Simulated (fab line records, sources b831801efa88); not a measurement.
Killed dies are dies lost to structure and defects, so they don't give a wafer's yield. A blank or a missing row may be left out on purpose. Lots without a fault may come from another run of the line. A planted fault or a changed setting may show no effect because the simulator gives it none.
fab line records | flow sky130
record lots=5 wafers=15 last_day=49
route steps=708 shown POLY_CUT@314 SD_P@320 RES_XHIGH@332 SD_N@342
lots that met no fault: from a run of the same line without faults
start_h: hours from the record's first day to the start of the lot's first wafer shown | wait_h: hours since the lot's step before | " the same as in the row above | L1.1+2: a row that stands for several wafers | - no value, or no start given | * or withheld: withheld | < > ~ a bound
route shown NAME@n: a module of which the file shows steps, and the number in the route of the first | usual: mean/standard deviation of fault-free wafers | same: alike in all rows | chamber/n: place in a boat | sites: the reading at each site | _std_site: their standard deviation | _edge_site: outer sites' mean less inner sites' | radius_mm: how far each site lies from the wafer's centre | mask NAME#n: copy n | behind: the tool/chamber that last shaped the wafer | hold: why the lot was held/for how many hours/how that ended | device: the transistor (n, p or np) that didn't switch | end of line: the same wafers' tests at the end of the route | a step without rows: its recipe alone | killed: dies lost to structure and defects at the first sort, not the wafer's yield | map: a wafer's dies, x killed, . not, _ none there
set.NAME: the setting as run; set.NAME@STEP: as run at that earlier step | model.NAME: the simulator's own value behind a step, which no gauge read
lots at some steps of the route; a table a step, a row a wafer
services: from which hour (start_h, from the record's first day; less than 0 if before it) a tool's chamber was out of use, for how many hours, and why
## steps
# step SKY_POLY_CUT_DEVELOP_07
# recipe develop_time_s=60 resist=KrF-thick dev_temp_c=21
# same develop_time_s=60
# columns lot.wafer tool chamber start_h wait_h
L076.1+4+6 litho_track-01 0 - -
L083.2+3+6 litho_track-04 0 - -
L085.1+4+6 litho_track-02 0 - -
L087.1+3+5 litho_track-02 0 - -
L092.2+4+5 litho_track-02 0 - -
# step SKY_POLY_CUT_CD_MEAS_08
# recipe target_cd_nm=270
# usual cd_nm=270.4/1.3
# columns lot.wafer tool chamber start_h wait_h cd_nm
L076.1 cd_sem-01 - 593.69 - 271.5
L076.4 " - " " 270.2
L076.6 " - " " 268.8
L083.2 cd_sem-02 - 641.64 - 270.3
L083.3 " - " " 270.7
L083.6 " - " " 270.0
L085.1 cd_sem-01 - 657.00 - 272.1
L085.4 " - " " 271.6
L085.6 " - " " 271.4
L087.1 cd_sem-01 - 668.60 - 270.1
L087.3 " - " " 271.2
L087.5 " - " " 270.7
L092.2 cd_sem-01 - 711.27 - 270.8
L092.4 " - " " 269.9
L092.5 " - " " 270.8
# step SKY_POLY_CUT_OVL_MEAS_09
# usual POLY_CUT_OVL=-5/5.7
# columns lot.wafer tool chamber start_h wait_h POLY_CUT_OVL[nm]
L076.1 overlay-02 - 593.81 0.1 1
L076.4 " - " " 3
L076.6 " - " " -1
L083.2 overlay-01 - 641.75 0.1 -10
L083.3 " - " " -1
L083.6 " - " " -6
L085.1 overlay-01 - 657.12 0.1 -6
L085.4 " - " " -14
L085.6 " - " " -10
L087.1 overlay-02 - 668.72 0.1 -10
L087.3 " - " " -5
L087.5 " - " " -2
L092.2 overlay-02 - 711.40 0.1 0
L092.4 " - " " 4
L092.5 " - " " 1
# step SKY_POLY_CUT_ETCH_10
# recipe chemistry=N2/H2 target=BARC ion_energy_ev=200 source_w=500 bias_w=100 pressure_mtorr=30 n2_flow_sccm=100 h2_flow_sccm=200 stop_on=SiO2 time_s=45.9 target_depth_a=600
# usual drypump_motor_current_A=5.65/0.29 h2_flow_sccm=199.9/0.56 oes_product_au=0.856/0.0047 throttle_valve_pct=13.224/0.0092
# columns lot.wafer tool chamber start_h wait_h drypump_motor_current_A h2_flow_sccm oes_product_au rf_hours_counter_h throttle_valve_pct
L076.1 rie_diel-01 1 593.85 0.0 5.58 200.7 0.859 13 13.224
L076.4 " 0 " " 5.85 199.6 0.856 12 13.223
L076.6 " 3 " " 5.41 201.2 0.857 - 13.222
L083.2 rie_diel-01 0 641.78 0.0 5.86 199.6 0.847 13 13.232
L083.3 " 2 " " 6.23 200.1 0.864 11 13.220
L083.6 " 2 " " 6.23 200.1 0.852 - 13.222
L085.1 rie_diel-01 2 657.16 0.0 6.25 199.8 0.857 12 13.213
L085.4 " 3 " " 5.41 199.2 0.844 51 13.238
L085.6 " 0 " " 5.83 199.9 0.849 - 13.219
L087.1 rie_diel-04 3 668.76 0.0 5.45 199.2 0.856 9 13.220
L087.3 " 2 " " 5.82 200.9 0.860 3 13.220
L087.5 " 3 " " 5.42 199.2 0.858 - 13.233
L092.2 rie_diel-04 1 711.43 0.0 5.15 199.2 0.859 21 13.232
L092.4 " 2 " " 5.75 200.2 0.854 4 13.222
L092.5 " 2 " " 5.84 200.5 0.856 - 13.223
# step SKY_POLY_CUT_ETCH_11
# recipe target=Si3N4 chemistry=CF4/CH2F2/Ar stop_on=poly-Si source_w=600 bias_w=150 pressure_mtorr=40 cf4_flow_sccm=40 ch2f2_flow_sccm=20 Ar_flow_sccm=150 time_s=42.5 target_depth_a=600
# usual cf4_flow_sccm=40.01/0.12 drypump_motor_current_A=5.64/0.29 oes_product_au=0.831/0.0067 throttle_valve_pct=14.995/0.0091
# columns lot.wafer tool chamber start_h wait_h cf4_flow_sccm drypump_motor_current_A oes_product_au rf_hours_counter_h throttle_valve_pct
L076.1 rie_diel-01 1 593.89 0.0 39.98 5.60 0.834 13 15.004
L076.4 " 0 " " 39.92 5.83 0.835 12 15.012
L076.6 " 3 " " 39.80 5.43 0.829 - 15.005
L083.2 rie_diel-01 0 641.82 0.0 40.03 5.84 0.831 13 15.008
L083.3 " 2 " " 40.05 6.24 0.821 11 14.985
L083.6 " 2 " " 39.94 6.25 0.826 - 14.988
L085.1 rie_diel-01 2 657.20 0.0 39.98 6.23 0.831 12 15.003
L085.4 " 3 " " 40.21 5.40 0.830 51 15.009
L085.6 " 0 " " 39.96 5.81 0.836 - 14.993
L087.1 rie_diel-04 3 668.80 0.0 40.16 5.43 0.833 9 14.987
L087.3 " 2 " " 40.04 5.78 0.840 3 14.989
L087.5 " 3 " " 40.14 5.46 0.836 - 14.993
L092.2 rie_diel-04 1 711.48 0.0 39.96 5.14 0.828 21 15.005
L092.4 " 2 " " 40.04 5.80 0.828 4 14.985
L092.5 " 2 " " 39.95 5.76 0.826 - 15.003
# step SKY_POLY_CUT_STRIP_12
# recipe chemistry=O2/N2 power_w=1400 pressure_mtorr=1500 platen_temp_c=withheld o2_flow_sccm=3000 n2_flow_sccm=300 overash_fraction=0.5
# usual drypump_motor_current_A=5.7/0.36 oes_product_au=0.452/0.0044 strip_time_to_endpoint_s=5.356/0.016
# same overash_fraction=0.5
# columns lot.wafer tool chamber start_h wait_h drypump_motor_current_A oes_product_au rf_hours_counter_h strip_time_to_endpoint_s
L076.1 plasma_asher-04 0 593.93 0.0 6.3 0.458 89 5.328
L076.4 " 0 " " 6.3 0.447 - 5.345
L076.6 " 1 " " 5.2 0.449 - 5.368
L083.2 plasma_asher-04 1 641.86 0.0 5.2 0.461 94 5.383
L083.3 " 0 " " 6.3 0.450 - 5.364
L083.6 " 0 " " 6.3 0.451 - 5.389
L085.1 plasma_asher-01 0 657.24 0.0 5.2 0.444 53 5.349
L085.4 " 1 " " 5.7 0.456 - 5.359
L085.6 " 1 " " 5.7 0.446 - 5.346
L087.1 plasma_asher-02 1 668.84 0.0 6.1 0.456 23 5.343
L087.3 " 0 " " 5.7 0.457 - 5.354
L087.5 " 0 " " 5.7 0.451 - 5.343
L092.2 plasma_asher-01 1 711.52 0.0 5.7 0.463 59 5.370
L092.4 " 1 " " 5.7 0.452 - 5.350
L092.5 " 0 " " 5.2 0.446 - 5.374
# step SKY_SD_P_DEHYDRATE_00
# recipe temp_c=200 time_s=60
# columns lot.wafer tool chamber start_h wait_h
L076.1+4+6 litho_track-04 0 607.87 13.9
L083.2+3+6 litho_track-03 0 655.99 14.1
L085.1+4+6 litho_track-03 0 671.06 13.8
L087.1+3+5 litho_track-03 0 682.41 13.5
L092.2+4+5 litho_track-03 0 724.94 13.4
# step SKY_SD_P_HMDS_01
# recipe prime_time_s=60 prime_temp_c=120
# usual prime_temp_c=119.99/0.14
# columns lot.wafer tool chamber start_h wait_h prime_temp_c
L076.1 litho_track-04 0 608.02 0.1 120.12
L076.4 " 0 " " 119.87
L076.6 " 0 " " 119.90
L083.2 litho_track-03 0 656.14 0.1 119.95
L083.3 " 0 " " 120.12
L083.6 " 0 " " 120.05
L085.1 litho_track-03 0 671.21 0.1 120.06
L085.4 " 0 " " 119.77
L085.6 " 0 " " 119.92
L087.1 litho_track-03 0 682.56 0.1 120.10
L087.3 " 0 " " 120.15
L087.5 " 0 " " 119.99
L092.2 litho_track-03 0 725.09 0.1 119.78
L092.4 " 0 " " 119.96
L092.5 " 0 " " 119.99
# step SKY_SD_P_COAT_02
# recipe resist=NOVOLAK spin_rpm=3000 resist_thk_nm=1140
# columns lot.wafer tool chamber start_h wait_h
L076.1+4+6 litho_track-04 0 608.17 0.1
L083.2+3+6 litho_track-03 0 656.29 0.1
L085.1+4+6 litho_track-03 0 671.36 0.1
L087.1+3+5 litho_track-03 0 682.71 0.1
L092.2+4+5 litho_track-03 0 725.24 0.1
# step SKY_SD_P_SOFTBAKE_03
# recipe temp_c=90 time_s=60 resist=NOVOLAK
# columns lot.wafer tool chamber start_h wait_h
L076.1+4+6 litho_track-04 0 608.32 0.1
L083.2+3+6 litho_track-03 0 656.44 0.1
L085.1+4+6 litho_track-03 0 671.51 0.1
L087.1+3+5 litho_track-03 0 682.86 0.1
L092.2+4+5 litho_track-03 0 725.39 0.1
# step SKY_SD_P_EXPOSE_04
# recipe mask_id=PSDM na=0.6 source_shape=conventional sigma_outer=0.6 polarization=unpolarized target_cd_nm=380 dose_mj=138
# usual stage_vel_mm_s=499.97/0.23
# columns lot.wafer tool chamber start_h wait_h mask stage_vel_mm_s
L076.1 iline_stepper-02 0 - - PSDM#0 499.94
L076.4 " 0 " " PSDM#0 500.00
L076.6 " 0 " " PSDM#0 500.14
L083.2 iline_stepper-01 0 - - PSDM#0 499.77
L083.3 " 0 " " PSDM#0 500.16
L083.6 " 0 " " PSDM#0 500.61
L085.1 iline_stepper-01 0 - - PSDM#0 500.14
L085.4 " 0 " " PSDM#0 500.31
L085.6 " 0 " " PSDM#0 499.93
L087.1 iline_stepper-01 0 - - PSDM#0 499.99
L087.3 " 0 " " PSDM#0 500.05
L087.5 " 0 " " PSDM#0 499.85
L092.2 iline_stepper-02 0 - - PSDM#0 499.59
L092.4 " 0 " " PSDM#0 499.75
L092.5 " 0 " " PSDM#0 500.14
# step SKY_SD_P_PEB_05
# recipe temp_c=withheld time_s=* resist=NOVOLAK
# columns lot.wafer tool chamber start_h wait_h
L076.1+4+6 litho_track-03 0 - -
L083.2+3+6 litho_track-03 0 - -
L085.1+4+6 litho_track-03 0 - -
L087.1+3+5 litho_track-04 0 - -
L092.2+4+5 litho_track-03 0 - -
# step SKY_SD_P_DEVELOP_06
# recipe resist=NOVOLAK developer=TMAH develop_time_s=60 dev_temp_c=23
# same develop_time_s=60
# columns lot.wafer tool chamber start_h wait_h
L076.1+4+6 litho_track-03 0 623.21 0.1
L083.2+3+6 litho_track-03 0 670.34 0.1
L085.1+4+6 litho_track-03 0 685.31 0.1
L087.1+3+5 litho_track-04 0 697.02 0.1
L092.2+4+5 litho_track-03 0 738.74 0.1
# step SKY_SD_P_CD_MEAS_07
# recipe target_cd_nm=380
# usual cd_nm=380.4/2.7
# columns lot.wafer tool chamber start_h wait_h cd_nm
L076.1 cd_sem-01 - 623.36 0.1 381.3
L076.4 " - " " 381.2
L076.6 " - " " 381.1
L083.2 cd_sem-02 - 670.48 0.1 381.0
L083.3 " - " " 379.9
L083.6 " - " " 379.1
L085.1 cd_sem-02 - 685.46 0.1 379.2
L085.4 " - " " 379.9
L085.6 " - " " 380.4
L087.1 cd_sem-01 - 697.17 0.1 382.4
L087.3 " - " " 379.6
L087.5 " - " " 380.7
L092.2 cd_sem-02 - 738.88 0.1 387.9
L092.4 " - " " 385.2
L092.5 " - " " 388.4
# step SKY_SD_P_OVL_MEAS_08
# usual SD_P_OVL=0.2/1.5
# columns lot.wafer tool chamber start_h wait_h SD_P_OVL[nm]
L076.1 overlay-01 - 623.48 0.1 -2.0
L076.4 " - " " -0.1
L076.6 " - " " -1.4
L083.2 overlay-02 - 670.59 0.1 -1.3
L083.3 " - " " -0.3
L083.6 " - " " 3.3
L085.1 overlay-02 - 685.58 0.1 -0.6
L085.4 " - " " 1.1
L085.6 " - " " 0.2
L087.1 overlay-02 - 697.29 0.1 4.9
L087.3 " - " " 2.5
L087.5 " - " " 0.3
L092.2 overlay-01 - 738.99 0.1 -1.9
L092.4 " - " " 1.7
L092.5 " - " " 0.9
# step SKY_SD_P_IMPLANT_09
# recipe species=BF2 energy_kev=20 dose_cm2=3e+15 tilt_deg=0
# columns lot.wafer tool chamber start_h wait_h
L076.1+4+6 implanter-02 0 623.52 0.0
L083.2+3+6 implanter-03 0 670.64 0.0
L085.1+4+6 implanter-03 0 685.62 0.0
L087.1+3+5 implanter-02 0 697.33 0.0
L092.2+4+5 implanter-03 0 739.04 0.0
# step SKY_SD_P_STRIP_10
# recipe chemistry=O2/N2 power_w=1400 pressure_mtorr=1500 platen_temp_c=withheld o2_flow_sccm=3000 n2_flow_sccm=300 overash_fraction=0.5
# usual drypump_motor_current_A=6.0/0.47 oes_product_au=0.617/0.0042 strip_time_to_endpoint_s=17.51/0.039
# same overash_fraction=0.5
# columns lot.wafer tool chamber start_h wait_h drypump_motor_current_A oes_product_au rf_hours_counter_h strip_time_to_endpoint_s
L076.1 plasma_asher-03 0 623.67 0.1 6.3 0.620 80 17.48
L076.4 " 1 " " 6.5 0.618 - 17.46
L076.6 " 1 " " 6.5 0.622 - 17.46
L083.2 plasma_asher-02 1 670.77 0.1 6.1 0.620 23 17.51
L083.3 " 0 " " 5.7 0.614 - 17.49
L083.6 " 1 " " 6.1 0.615 - 17.48
L085.1 plasma_asher-02 0 685.77 0.1 5.7 0.616 25 17.55
L085.4 " 1 " " 6.1 0.619 - 17.59
L085.6 " 0 " " 5.7 0.615 - 17.57
L087.1 plasma_asher-02 0 697.48 0.1 5.7 0.612 26 17.54
L087.3 " 1 " " 6.1 0.612 - 17.55
L087.5 " 0 " " 5.7 0.621 - 17.52
L092.2 plasma_asher-03 0 739.17 0.1 6.3 0.623 92 17.42
L092.4 " 1 " " 6.6 0.612 - 17.50
L092.5 " 0 " " 6.3 0.618 - 17.47
# step SKY_SD_P_TW_MEAS_11
# usual SD_P_TW=2832/43
# columns lot.wafer tool chamber start_h wait_h SD_P_TW
L076.1 film_metro-01 - 623.77 0.1 2775
L076.4 " - " " 2784
L076.6 " - " " 2796
L083.2 film_metro-01 - 670.88 0.1 2790
L083.3 " - " " 2793
L083.6 " - " " 2791
L085.1 film_metro-02 - 685.87 0.1 2846
L085.4 " - " " 2840
L085.6 " - " " 2838
L087.1 film_metro-02 - 697.58 0.1 2839
L087.3 " - " " 2847
L087.5 " - " " 2834
L092.2 film_metro-02 - 739.28 0.1 2840
L092.4 " - " " 2838
L092.5 " - " " 2835
# step SKY_RES_XHIGH_DEHYDRATE_00
# recipe temp_c=200 time_s=60
# columns lot.wafer tool chamber start_h wait_h
L076.1+4+6 litho_track-01 0 637.69 13.9
L083.2+3+6 litho_track-03 0 683.99 13.1
L085.1+4+6 litho_track-03 0 699.66 13.8
L087.1+3+5 litho_track-03 0 710.41 12.8
L092.2+4+5 litho_track-02 0 752.83 13.5
# step SKY_RES_XHIGH_HMDS_01
# recipe prime_time_s=60 prime_temp_c=120
# usual prime_temp_c=119.98/0.14
# columns lot.wafer tool chamber start_h wait_h prime_temp_c
L076.1 litho_track-01 0 637.84 0.1 119.93
L076.4 " 0 " " 119.79
L076.6 " 0 " " 119.94
L083.2 litho_track-03 0 684.14 0.1 120.04
L083.3 " 0 " " 119.87
L083.6 " 0 " " 119.95
L085.1 litho_track-03 0 699.81 0.1 120.00
L085.4 " 0 " " 120.01
L085.6 " 0 " " 120.21
L087.1 litho_track-03 0 710.56 0.1 119.85
L087.3 " 0 " " 120.02
L087.5 " 0 " " 120.01
L092.2 litho_track-02 0 752.98 0.1 120.05
L092.4 " 0 " " 120.06
L092.5 " 0 " " 119.77
# step SKY_RES_XHIGH_COAT_02
# recipe resist=NOVOLAK spin_rpm=3000 resist_thk_nm=1140
# columns lot.wafer tool chamber start_h wait_h
L076.1+4+6 litho_track-01 0 637.99 0.1
L083.2+3+6 litho_track-03 0 684.29 0.1
L085.1+4+6 litho_track-03 0 699.96 0.1
L087.1+3+5 litho_track-03 0 710.71 0.1
L092.2+4+5 litho_track-02 0 753.13 0.1
# step SKY_RES_XHIGH_SOFTBAKE_03
# recipe temp_c=90 time_s=60 resist=NOVOLAK
# columns lot.wafer tool chamber start_h wait_h
L076.1+4+6 litho_track-01 0 638.14 0.1
L083.2+3+6 litho_track-03 0 684.44 0.1
L085.1+4+6 litho_track-03 0 700.11 0.1
L087.1+3+5 litho_track-03 0 710.86 0.1
L092.2+4+5 litho_track-02 0 753.28 0.1
# step SKY_RES_XHIGH_EXPOSE_04
# recipe mask_id=URPM na=0.6 source_shape=conventional sigma_outer=0.6 polarization=unpolarized target_cd_nm=1270 dose_mj=140
# usual stage_vel_mm_s=500.02/0.25
# columns lot.wafer tool chamber start_h wait_h mask stage_vel_mm_s
L076.1 iline_stepper-02 0 - - URPM#0 499.65
L076.4 " 0 " " URPM#0 499.51
L076.6 " 0 " " URPM#0 500.00
L083.2 iline_stepper-02 0 - - URPM#0 500.05
L083.3 " 0 " " URPM#0 499.99
L083.6 " 0 " " URPM#0 499.92
L085.1 iline_stepper-01 0 - - URPM#0 499.87
L085.4 " 0 " " URPM#0 499.83
L085.6 " 0 " " URPM#0 499.79
L087.1 iline_stepper-02 0 - - URPM#0 500.33
L087.3 " 0 " " URPM#0 500.11
L087.5 " 0 " " URPM#0 500.09
L092.2 iline_stepper-01 0 - - URPM#0 499.57
L092.4 " 0 " " URPM#0 500.08
L092.5 " 0 " " URPM#0 499.89
# step SKY_RES_XHIGH_PEB_05
# recipe temp_c=withheld time_s=* resist=NOVOLAK
# columns lot.wafer tool chamber start_h wait_h
L076.1+4+6 litho_track-01 0 - -
L083.2+3+6 litho_track-03 0 - -
L085.1+4+6 litho_track-01 0 - -
L087.1+3+5 litho_track-01 0 - -
L092.2+4+5 litho_track-03 0 - -
# step SKY_RES_XHIGH_DEVELOP_06
# recipe resist=NOVOLAK developer=TMAH develop_time_s=60 dev_temp_c=23
# same develop_time_s=60
# columns lot.wafer tool chamber start_h wait_h
L076.1+4+6 litho_track-01 0 652.79 0.1
L083.2+3+6 litho_track-03 0 698.29 0.1
L085.1+4+6 litho_track-01 0 713.69 0.1
L087.1+3+5 litho_track-01 0 724.79 0.1
L092.2+4+5 litho_track-03 0 766.44 0.1
# step SKY_RES_XHIGH_IMPLANT_07
# recipe species=BF2 energy_kev=20 dose_cm2=3.6e+14 tilt_deg=0
# columns lot.wafer tool chamber start_h wait_h
L076.1+4+6 implanter-03 0 652.94 0.1
L083.2+3+6 implanter-01 0 698.44 0.1
L085.1+4+6 implanter-01 0 713.84 0.1
L087.1+3+5 implanter-04 0 724.94 0.1
L092.2+4+5 implanter-01 0 766.59 0.1
# step SKY_RES_XHIGH_STRIP_08
# recipe chemistry=O2/N2 power_w=1400 pressure_mtorr=1500 platen_temp_c=withheld o2_flow_sccm=3000 n2_flow_sccm=300 overash_fraction=0.5
# usual drypump_motor_current_A=5.9/0.45 oes_product_au=0.711/0.0046 strip_time_to_endpoint_s=14.28/0.038
# same overash_fraction=0.5
# columns lot.wafer tool chamber start_h wait_h drypump_motor_current_A oes_product_au rf_hours_counter_h strip_time_to_endpoint_s
L076.1 plasma_asher-02 0 653.09 0.1 5.7 0.709 21 14.21
L076.4 " 0 " " 5.7 0.706 - 14.27
L076.6 " 0 " " 5.7 0.707 - 14.26
L083.2 plasma_asher-01 1 698.56 0.1 5.7 0.708 57 14.33
L083.3 " 0 " " 5.2 0.713 - 14.28
L083.6 " 0 " " 5.2 0.711 - 14.29
L085.1 plasma_asher-01 1 713.99 0.1 5.6 0.713 59 14.27
L085.4 " 1 " " 5.7 0.718 - 14.26
L085.6 " 1 " " 5.7 0.706 - 14.21
L087.1 plasma_asher-03 1 725.09 0.1 6.5 0.716 91 14.35
L087.3 " 0 " " 6.3 0.713 - 14.30
L087.5 " 0 " " 6.3 0.701 - 14.27
L092.2 plasma_asher-03 1 766.71 0.1 6.5 0.712 95 14.25
L092.4 " 0 " " 6.3 0.709 - 14.23
L092.5 " 0 " " 6.3 0.712 - 14.25
# step SKY_RES_XHIGH_TW_MEAS_09
# usual RES_XHIGH_TW=1635/28
# columns lot.wafer tool chamber start_h wait_h RES_XHIGH_TW
L076.1 film_metro-02 - 653.19 0.1 1647
L076.4 " - " " 1641
L076.6 " - " " 1640
L083.2 film_metro-01 - 698.67 0.1 1605
L083.3 " - " " 1597
L083.6 " - " " 1607
L085.1 film_metro-02 - 714.09 0.1 1647
L085.4 " - " " 1654
L085.6 " - " " 1645
L087.1 film_metro-04 - 725.19 0.1 1675
L087.3 " - " " 1685
L087.5 " - " " 1666
L092.2 film_metro-04 - 766.82 0.1 1678
L092.4 " - " " 1672
L092.5 " - " " 1673
# step SKY_SD_N_DEHYDRATE_00
# recipe temp_c=200 time_s=60
# columns lot.wafer tool chamber start_h wait_h
L076.1+4+6 litho_track-03 0 667.06 13.9
L083.2+3+6 litho_track-01 0 712.07 13.4
L085.1+4+6 litho_track-03 0 727.56 13.5
L087.1+3+5 litho_track-01 0 737.89 12.7
L092.2+4+5 litho_track-04 0 779.40 12.6
# step SKY_SD_N_HMDS_01
# recipe prime_time_s=60 prime_temp_c=120
# usual prime_temp_c=120.01/0.11
# columns lot.wafer tool chamber start_h wait_h prime_temp_c
L076.1 litho_track-03 0 667.21 0.1 120.00
L076.4 " 0 " " 119.91
L076.6 " 0 " " 120.15
L083.2 litho_track-01 0 712.22 0.1 120.07
L083.3 " 0 " " 120.07
L083.6 " 0 " " 120.12
L085.1 litho_track-03 0 727.71 0.1 120.01
L085.4 " 0 " " 119.97
L085.6 " 0 " " 120.03
L087.1 litho_track-01 0 738.04 0.1 119.99
L087.3 " 0 " " 120.04
L087.5 " 0 " " 119.84
L092.2 litho_track-04 0 779.55 0.1 119.89
L092.4 " 0 " " 120.09
L092.5 " 0 " " 119.82
# step SKY_SD_N_COAT_02
# recipe resist=NOVOLAK spin_rpm=3000 resist_thk_nm=1140
# columns lot.wafer tool chamber start_h wait_h
L076.1+4+6 litho_track-03 0 667.36 0.1
L083.2+3+6 litho_track-01 0 712.37 0.1
L085.1+4+6 litho_track-03 0 727.86 0.1
L087.1+3+5 litho_track-01 0 738.19 0.1
L092.2+4+5 litho_track-04 0 779.70 0.1
# step SKY_SD_N_SOFTBAKE_03
# recipe temp_c=90 time_s=60 resist=NOVOLAK
# columns lot.wafer tool chamber start_h wait_h
L076.1+4+6 litho_track-03 0 667.51 0.1
L083.2+3+6 litho_track-01 0 712.52 0.1
L085.1+4+6 litho_track-03 0 728.01 0.1
L087.1+3+5 litho_track-01 0 738.34 0.1
L092.2+4+5 litho_track-04 0 779.85 0.1
# step SKY_SD_N_EXPOSE_04
# recipe mask_id=NSDM na=0.6 source_shape=conventional sigma_outer=0.6 polarization=unpolarized target_cd_nm=380 dose_mj=141
# usual stage_vel_mm_s=500.03/0.26
# columns lot.wafer tool chamber start_h wait_h mask stage_vel_mm_s
L076.1 iline_stepper-01 0 - - NSDM#0 499.66
L076.4 " 0 " " NSDM#0 499.70
L076.6 " 0 " " NSDM#0 499.80
L083.2 iline_stepper-02 0 - - NSDM#0 500.35
L083.3 " 0 " " NSDM#0 500.15
L083.6 " 0 " " NSDM#0 499.76
L085.1 iline_stepper-01 0 - - NSDM#0 499.87
L085.4 " 0 " " NSDM#0 500.15
L085.6 " 0 " " NSDM#0 499.91
L087.1 iline_stepper-02 0 - - NSDM#0 500.18
L087.3 " 0 " " NSDM#0 499.84
L087.5 " 0 " " NSDM#0 499.93
L092.2 iline_stepper-01 0 - - NSDM#0 500.38
L092.4 " 0 " " NSDM#0 500.01
L092.5 " 0 " " NSDM#0 500.20
# step SKY_SD_N_PEB_05
# recipe temp_c=withheld time_s=* resist=NOVOLAK
# columns lot.wafer tool chamber start_h wait_h
L076.1+4+6 litho_track-04 0 - -
L083.2+3+6 litho_track-04 0 - -
L085.1+4+6 litho_track-04 0 - -
L087.1+3+5 litho_track-04 0 - -
L092.2+4+5 litho_track-01 0 - -
# step SKY_SD_N_DEVELOP_06
# recipe resist=NOVOLAK developer=TMAH develop_time_s=60 dev_temp_c=23
# same develop_time_s=60
# columns lot.wafer tool chamber start_h wait_h
L076.1+4+6 litho_track-04 0 681.52 0.1
L083.2+3+6 litho_track-04 0 726.75 0.1
L085.1+4+6 litho_track-04 0 741.12 0.1
L087.1+3+5 litho_track-04 0 751.77 0.1
L092.2+4+5 litho_track-01 0 793.17 0.1
# step SKY_SD_N_CD_MEAS_07
# recipe target_cd_nm=380
# usual cd_nm=379.8/2.4
# columns lot.wafer tool chamber start_h wait_h cd_nm
L076.1 cd_sem-02 - 681.67 0.1 379.0
L076.4 " - " " 380.4
L076.6 " - " " 377.8
L083.2 cd_sem-01 - 726.89 0.1 380.8
L083.3 " - " " 378.0
L083.6 " - " " 377.6
L085.1 cd_sem-02 - 741.27 0.1 379.0
L085.4 " - " " 379.3
L085.6 " - " " 381.3
L087.1 cd_sem-01 - 751.92 0.1 378.3
L087.3 " - " " 376.9
L087.5 " - " " 378.7
L092.2 cd_sem-01 - 793.31 0.1 381.1
L092.4 " - " " 381.9
L092.5 " - " " 380.9
# step SKY_SD_N_OVL_MEAS_08
# usual SD_N_OVL=0.5/1.4
# columns lot.wafer tool chamber start_h wait_h SD_N_OVL[nm]
L076.1 overlay-01 - 681.79 0.1 1.2
L076.4 " - " " 0.9
L076.6 " - " " -0.6
L083.2 overlay-01 - 727.00 0.1 1.0
L083.3 " - " " -0.2
L083.6 " - " " 0.9
L085.1 overlay-02 - 741.39 0.1 4.0
L085.4 " - " " 0.9
L085.6 " - " " 1.0
L087.1 overlay-01 - 752.04 0.1 -0.4
L087.3 " - " " 0.8
L087.5 " - " " 0.9
L092.2 overlay-02 - 793.42 0.1 0.7
L092.4 " - " " 0.5
L092.5 " - " " 4.1
# step SKY_SD_N_IMPLANT_09
# recipe species=As energy_kev=50 dose_cm2=4e+15 tilt_deg=0
# columns lot.wafer tool chamber start_h wait_h
L076.1+4+6 implanter-02 0 681.83 0.0
L083.2+3+6 implanter-01 0 727.05 0.0
L085.1+4+6 implanter-01 0 741.43 0.0
L087.1+3+5 implanter-01 0 752.08 0.0
L092.2+4+5 implanter-02 0 793.47 0.0
# step SKY_SD_N_IMPLANT_10
# recipe species=P energy_kev=20 dose_cm2=1e+14 tilt_deg=0
# columns lot.wafer tool chamber start_h wait_h
L076.1+4+6 implanter-02 0 681.98 0.1
L083.2+3+6 implanter-01 0 727.20 0.1
L085.1+4+6 implanter-01 0 741.58 0.1
L087.1+3+5 implanter-01 0 752.23 0.1
L092.2+4+5 implanter-02 0 793.62 0.1
# step SKY_SD_N_STRIP_11
# recipe chemistry=O2/N2 power_w=1400 pressure_mtorr=1500 platen_temp_c=withheld o2_flow_sccm=3000 n2_flow_sccm=300 overash_fraction=0.5
# usual drypump_motor_current_A=5.9/0.53 oes_product_au=0.528/0.0046 strip_time_to_endpoint_s=22.57/0.046
# same overash_fraction=0.5
# columns lot.wafer tool chamber start_h wait_h drypump_motor_current_A oes_product_au rf_hours_counter_h strip_time_to_endpoint_s
L076.1 plasma_asher-03 0 682.13 0.1 6.3 0.528 86 22.56
L076.4 " 1 " " 6.5 0.529 - 22.55
L076.6 " 0 " " 6.3 0.528 - 22.56
L083.2 plasma_asher-03 0 727.33 0.1 6.3 0.517 91 22.58
L083.3 " 0 " " 6.3 0.530 - 22.54
L083.6 " 0 " " 6.3 0.522 - 22.60
L085.1 plasma_asher-01 0 741.73 0.1 5.2 0.531 62 22.56
L085.4 " 1 " " 5.7 0.531 - 22.61
L085.6 " 0 " " 5.2 0.531 - 22.61
L087.1 plasma_asher-01 0 752.38 0.1 5.2 0.529 63 22.49
L087.3 " 0 " " 5.2 0.527 - 22.46
L087.5 " 0 " " 5.2 0.532 - 22.52
L092.2 plasma_asher-01 1 793.75 0.1 5.7 0.528 67 22.59
L092.4 " 0 " " 5.2 0.526 - 22.60
L092.5 " 1 " " 5.7 0.522 - 22.60
# step SKY_SD_N_TW_MEAS_12
# usual SD_N_TW=4011/68
# columns lot.wafer tool chamber start_h wait_h SD_N_TW
L076.1 film_metro-04 - 682.23 0.1 4027
L076.4 " - " " 4038
L076.6 " - " " 4033
L083.2 film_metro-01 - 727.44 0.1 3919
L083.3 " - " " 3934
L083.6 " - " " 3930
L085.1 film_metro-04 - 741.83 0.1 4094
L085.4 " - " " 4079
L085.6 " - " " 4064
L087.1 film_metro-02 - 752.48 0.1 4022
L087.3 " - " " 4007
L087.5 " - " " 4020
L092.2 film_metro-04 - 793.86 0.1 4114
L092.4 " - " " 4092
L092.5 " - " " 4091
## services
# columns tool chamber start_h hours kind
implanter-03 - 569.87 1.8 repair
iline_stepper-01 - 580.40 1.7 pm
rie_diel-01 1 584.99 3.8 repair
implanter-03 - 585.11 2.8 repair
implanter-01 - 607.07 4.1 repair
iline_stepper-02 - 610.52 5.5 repair
plasma_asher-01 - 622.72 1.8 repair
iline_stepper-02 - 627.79 4.3 repair
iline_stepper-02 - 633.74 1.7 pm
implanter-01 - 656.12 3.2 pm
implanter-02 - 659.90 4.1 pm
implanter-03 - 667.64 1.9 repair
rie_diel-04 1 673.00 5.7 repair
rie_diel-01 0 678.41 5.6 repair
rie_diel-01 2 687.01 23.9 repair
iline_stepper-01 - 695.33 3.5 repair
implanter-02 - 740.30 3.1 repair
implanter-03 - 742.03 45.8 repair
implanter-02 - 750.25 0.5 repair
plasma_asher-01 - 755.24 1.5 repair
rie_diel-04 2 756.16 1.8 repair
iline_stepper-01 - 761.61 8.9 pm
plasma_asher-03 - 766.98 2.8 pm
iline_stepper-02 - 772.82 4.4 pm
## key
fault none
